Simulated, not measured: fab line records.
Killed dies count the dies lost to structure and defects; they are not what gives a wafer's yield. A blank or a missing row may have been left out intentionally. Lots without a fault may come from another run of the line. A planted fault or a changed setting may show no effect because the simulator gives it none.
Chamber matching | flow gf180mcu | pecvd-04 running GF_PASSIVATION_CVD_02: 3 sister chambers
The step deposits Si3N4, target thk 700 nm, time 486.18 s. 6 wafers are shown with their chamber, then 10 later ones without.

WAFERS, EACH WITH ITS CHAMBER
wafer  | chamber | heater-power-w (W) | susceptor-temp-C (C)
L080.3 | 2       | 681                | 399.97
L081.4 | 1       | 646                | 400.27
L083.4 | 0       | 692                | 399.85
L083.5 | 1       | 544                | 400.05
L084.2 | 0       | 656                | 400.41
L084.4 | 2       | 719                | 400.16

WAFERS MISSING THEIR CHAMBER
wafer  | heater-power-w (W) | susceptor-temp-C (C)
L084.6 | 680                | 400.21
L091.1 | 700                | 399.65
L091.2 | 586                | 400.01
L091.6 | 635                | 400.00
L093.4 | 543                | 399.91
L093.5 | 694                | 399.84
L093.6 | 625                | 400.18
L097.1 | 621                | 400.36
L097.2 | 686                | 399.80
L097.5 | 646                | 400.12

EACH ONE'S CHAMBER
wafer  | from the rows above          | in truth
L084.6 | can't be placed: 0 or 2 or 1 | 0
L091.1 | can't be placed: 2 or 0 or 1 | 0
L091.2 | can't be placed: 1 or 0 or 2 | 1
L091.6 | can't be placed: 0 or 1 or 2 | 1
L093.4 | can't be placed: 1 or 0 or 2 | 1
L093.5 | can't be placed: 2 or 0 or 1 | 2
L093.6 | can't be placed: 1 or 0 or 2 | 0
L097.1 | can't be placed: 1 or 0 or 2 | 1
L097.2 | can't be placed: 2 or 0 or 1 | 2
L097.5 | can't be placed: 0 or 1 or 2 | 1
Placed correctly: 0 of 10. Can't be placed from these rows: 10 (the true chamber is among the candidates in 10). Number placed wrongly: 0.
How it was worked out, from the rows above alone: a wafer's distance from a chamber is the root of the sum, over the readings, of the square of ((its reading less the chamber's mean) divided by the reading's scatter). The wafer belongs to the nearest chamber; if the next one is less than 2 further off, it can't be placed. A chamber's mean is the mean of its shown wafers. The scatter is the square root of a quotient: the sum, over the shown wafers, of each reading's squared deviation from its chamber's mean, divided by wafers minus chambers.
